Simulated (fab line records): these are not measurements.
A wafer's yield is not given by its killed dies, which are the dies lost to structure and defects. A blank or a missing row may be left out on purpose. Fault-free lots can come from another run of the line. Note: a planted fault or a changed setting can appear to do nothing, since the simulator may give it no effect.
The same fault as seen by 2 desks ; flow gf180mcu ; every desk sees just its own numbers, and what lay behind them comes last

## AT THE METROLOGY DESK
Means of the sampled wafers that have a number, per lot and without regard to the tool the lot ran on: this is what the gauges read. A lot is out of limits, marked OUT, if its mean lies more than 4 standard deviations from the usual mean; the brackets give that distance. Shown here are 7 of its 9 readings, the ones lying furthest out on some lot.
Columns: A = CONTACT_W_RS at GF_CONTACT_RS_MEAS_25, usual 0.380 ohm/sq; B = CONTACT_W_THK at GF_CONTACT_THK_MEAS_26, usual 299 nm; C = cd nm at GF_M1_CD_MEAS_14, usual 230.4 nm; D = M1_OVL at GF_M1_OVL_MEAS_15, usual -2 nm; E = V1_CVD_00_THK at GF_V1_THK_MEAS_01, usual 596 nm; F = V1_CVD_02_THK at GF_V1_THK_MEAS_03, usual 849 nm; G = V1_BOW at GF_V1_BOW_MEAS_05, usual 81 um
lot;first seen here;A;B;C;D;E;F;G
L951;day 18 08:47;0.375;307;229.3;-9;594;853;83
L955;day 19 21:56;0.380;301;228.6;0;590;832;76
L959;day 21 08:21;0.380;299;230.7;1;596;853;77
L960;day 21 14:29;0.375;304;232.4;0;594;853;75
L967;day 23 21:57;0.381;295;230.3;0;597;862;76
L968;day 24 05:37;0.382;300;230.7;-2;590;850;73
This desk's verdict: no lot among the 6 shows anything out of limits.

## AT THE TOOL OWNER'S DESK: pvd sputter-04
The tool's own readings at GF_M1_SPUTTER_04 (material TiN, target thk 50 nm, time 41.7 s): means of the sampled wafers that have a number, for each lot that ran on this tool. A lot is out of limits, marked OUT, if its mean lies more than 4 standard deviations from the usual mean; the brackets give that distance.
Columns: A = throttle valve pct at GF_M1_SPUTTER_04, usual 30.1 %
lot;first seen here;A
L955;day 19 22:35;30.2
L959;day 21 08:57;30.1
L960;day 21 15:10;29.7
This desk's verdict: no lot among the 3 shows anything out of limits.

## BROUGHT TOGETHER
From the metrology desk's view, nothing was out of limits.
The tool owner's desk saw nothing out of limits.

## WHAT THE SIMULATOR HAD PUT IN
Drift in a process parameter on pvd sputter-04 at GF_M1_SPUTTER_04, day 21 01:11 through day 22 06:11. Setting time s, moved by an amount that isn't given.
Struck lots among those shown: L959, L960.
